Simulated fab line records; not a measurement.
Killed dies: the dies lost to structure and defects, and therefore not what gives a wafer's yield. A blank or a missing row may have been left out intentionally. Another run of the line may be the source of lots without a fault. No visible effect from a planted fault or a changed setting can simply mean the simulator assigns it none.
Which tool is to blame? -- flow gf180mcu -- 36 wafers from 12 lots sampled at 6 of the route's 602 steps

## WHAT EACH GAUGE READ, for each wafer
GF_M2_RS_MEAS_05: a four-point-probe measurement. Usual: M2_ALCU_RS typically reads 0.0699 ohm/sq, with standard deviation 0.0008.
lot,measured,on,M2_ALCU_RS (ohm/sq),flag
L338,day 17 23:01,film_metro-04,0.0678 0.0677 0.0678,
L341,day 19 10:11,film_metro-01,0.0688 0.0691 0.0694,
L342,day 19 20:10,film_metro-02,0.0695 0.0709 0.0699,
L343,day 20 11:16,film_metro-01,0.0703 0.0706 0.0706,
L346,day 21 21:10,film_metro-01,0.0692 0.0694 0.0697,
L350,day 22 17:53,film_metro-04,0.0686 0.0694 0.0687,
L353,day 23 20:17,film_metro-01,0.0696 0.0696 0.0702,
L355,day 24 08:05,film_metro-04,0.0708 0.0710 0.0709,
L357,day 25 02:33,film_metro-04,0.0707 0.0706 0.0707,
L358,day 25 06:49,film_metro-04,0.0703 0.0708 0.0698,
L359,day 26 03:39,film_metro-02,0.0690 0.0693 0.0691,
L361,day 26 07:29,film_metro-01,0.0713 0.0710 0.0710,

GF_M2_THK_MEAS_06: measures by xrf. Usual: M2_ALCU_THK typically reads 453 nm, with standard deviation 5.5.
lot,measured,on,M2_ALCU_THK (nm),flag
L338,day 17 23:08,film_metro-04,467 469 467,
L341,day 19 10:19,film_metro-01,464 461 460,
L342,day 19 20:16,film_metro-02,454 447 456,
L343,day 20 11:22,film_metro-01,453 447 447,
L346,day 21 21:17,film_metro-01,456 457 456,
L350,day 22 17:59,film_metro-04,462 455 462,
L353,day 23 20:24,film_metro-01,456 457 455,
L355,day 24 08:11,film_metro-04,448 445 447,
L357,day 25 02:40,film_metro-04,446 449 445,
L358,day 25 06:55,film_metro-04,448 447 451,
L359,day 26 03:46,film_metro-02,460 455 455,
L361,day 26 07:35,film_metro-01,445 446 447,

GF_V2_THK_MEAS_03. Usual: V2_CVD_02_THK typically reads 852 nm, with standard deviation 11.
lot,measured,on,V2_CVD_02_THK (nm),flag
L338,day 19 00:17,film_metro-01,850 867 855,
L341,day 20 12:12,film_metro-02,834 832 849,
L342,day 20 21:38,film_metro-03,835 835 850,
L343,day 21 11:26,film_metro-01,633 643 867 633 642 866,OFF
L346,day 22 22:14,film_metro-03,628 624 639 627 625 639,OFF
L350,day 23 17:41,film_metro-03,854 854 866,
L353,day 24 18:42,film_metro-02,850 863 864,
L355,day 25 06:20,film_metro-02,840 844 862,
L357,day 26 00:32,film_metro-03,843 837 863,
L358,day 26 05:17,film_metro-03,849 868 861,
L359,day 27 00:40,film_metro-03,859 868 864,
L361,day 27 04:38,film_metro-03,846 860 865,

GF_V2_CD_MEAS_14: the cd target is 260 nm. Usual: cd_nm at 259.9 nm, with a standard deviation of 1.3.
lot,measured,on,cd_nm (nm),flag
L338,day 20 01:22,cd_sem-02,259.1 260.6 260.8,
L341,day 21 12:45,cd_sem-01,260.8 260.5 259.8,
L342,day 21 21:07,cd_sem-01,258.6 258.6 257.6,
L343,day 22 11:35,cd_sem-02,260.2 259.3 259.6,
L346,day 23 21:24,cd_sem-02,259.0 260.8 260.3,
L350,day 24 16:17,cd_sem-02,259.6 259.2 259.1,
L353,day 25 16:03,cd_sem-02,261.2 259.5 260.1,
L355,day 26 04:07,cd_sem-02,260.9 262.7 261.0,
L357,day 26 21:48,cd_sem-02,260.2 262.4 260.6,
L358,day 27 02:34,cd_sem-01,261.8 260.9 262.6,
L359,day 27 21:25,cd_sem-02,259.8 259.4 259.8,
L361,day 28 00:59,cd_sem-02,259.4 258.4 258.4,

## WHAT TOOL EACH LOT RAN ON (gives the tool, then ch and the chambers of the sampled wafers, and finally the start)
lot,GF_V2_CVD_02,GF_V2_CMP_04
L338,"pecvd-02 ch 1,2, day 19 00:13","cmp-01 ch 0,2,3, day 19 00:21"
L341,"pecvd-04 ch 0,1,2, day 20 12:08","cmp-01 ch 0,3, day 20 12:16"
L342,"pecvd-04 ch 0,2, day 20 21:34","cmp-02 ch 0,2,3, day 20 21:47"
L343,"pecvd-04 ch 0,1,2, day 21 11:21","cmp-01 ch 1,3, day 21 14:20"
L346,"pecvd-04 ch 0,1, day 22 22:10","cmp-01 ch 0,2,3, day 23 07:01"
L350,"pecvd-02 ch 1,2, day 23 17:36","cmp-02 ch 2,3, day 23 17:47"
L353,"pecvd-02 ch 0,1, day 24 18:38","cmp-01 ch 0,2, day 24 18:46"
L355,"pecvd-02 ch 0,1, day 25 06:16","cmp-02 ch 2,3, day 25 06:23"
L357,"pecvd-04 ch 0,2, day 26 00:28","cmp-01 ch 0,1, day 26 00:36"
L358,"pecvd-02 ch 0,1,2, day 26 05:12","cmp-01 ch 0,1,2, day 26 05:37"
L359,"pecvd-02 ch 1,2, day 27 00:35","cmp-02 ch 0,1,3, day 27 00:46"
L361,"pecvd-02 ch 0,2, day 27 04:33","cmp-01 ch 1,2, day 27 04:41"
- GF_V2_CVD_02: deposits SiO2 from TEOS, target thk 850 nm, time 94.851 s.
- GF_V2_CMP_04: polishes SiO2.

## AS READ BY THE TOOLS THEMSELVES (means over the sampled wafers that have a number; for cases with no such wafer, the mark the record gives instead)
GF_V2_CVD_02. Usual: heater_power_outer_w 393 W, standard deviation 79; heater_power_w 691 W, standard deviation 140.
lot,tool,heater_power_outer_w (W),heater_power_w (W),flag
L338,pecvd-02,494,907,
L341,pecvd-04,372,631,
L342,pecvd-04,354,619,
L343,pecvd-04,359,605,
L346,pecvd-04,368,605,
L350,pecvd-02,533,954,
L353,pecvd-02,393,692,
L355,pecvd-02,387,682,
L357,pecvd-04,343,619,
L358,pecvd-02,447,807,
L359,pecvd-02,465,822,
L361,pecvd-02,473,865,

GF_V2_CMP_04. Usual: motor_current_A 12.5 A, standard deviation 0.77; time_to_endpoint_s 81 s, standard deviation 5.5.
lot,tool,motor_current_A (A),time_to_endpoint_s (s),flag
L338,cmp-01,11.9,85,
L341,cmp-01,12.6,75,
L342,cmp-02,12.9,74,
L343,cmp-01,11.9,28,OFF
L346,cmp-01,12.1,26,OFF
L350,cmp-02,12.4,84,
L353,cmp-01,12.8,88,
L355,cmp-02,12.7,80,
L357,cmp-01,12.9,77,
L358,cmp-01,12.4,87,
L359,cmp-02,12.8,83,
L361,cmp-01,12.2,82,

## THE ANSWER, worked out from the rows above alone
Rule: a lot counts as off when the mean over its wafers that have a number is more than 3 standard deviations away from the usual mean. Also off: a lot with no number at a reading for which 4 or more lots have one. Where the step has rows for the other lots, those lots are counted as sound. Order of review: gauges by route order, followed by the tools' own readings, for which a lot's mean as printed above is used. The first step at which some lot is off is used, and at that step the reading that is off furthest; a lot without a number counts as furthest.
Off: L343, L346, seen at GF_V2_THK_MEAS_03 (V2_CVD_02_THK).
A tool fits if, at a process step before that reading, it ran every lot that is off, and no sound lot after the first of them. The gauges at GF_V2_THK_MEAS_03 aren't tried: what is off there is off at GF_V2_CMP_04 too, on other tools, and a gauge's error can't cause that. None of those tried fits.

## WHAT THE SIMULATOR HAD INSERTED
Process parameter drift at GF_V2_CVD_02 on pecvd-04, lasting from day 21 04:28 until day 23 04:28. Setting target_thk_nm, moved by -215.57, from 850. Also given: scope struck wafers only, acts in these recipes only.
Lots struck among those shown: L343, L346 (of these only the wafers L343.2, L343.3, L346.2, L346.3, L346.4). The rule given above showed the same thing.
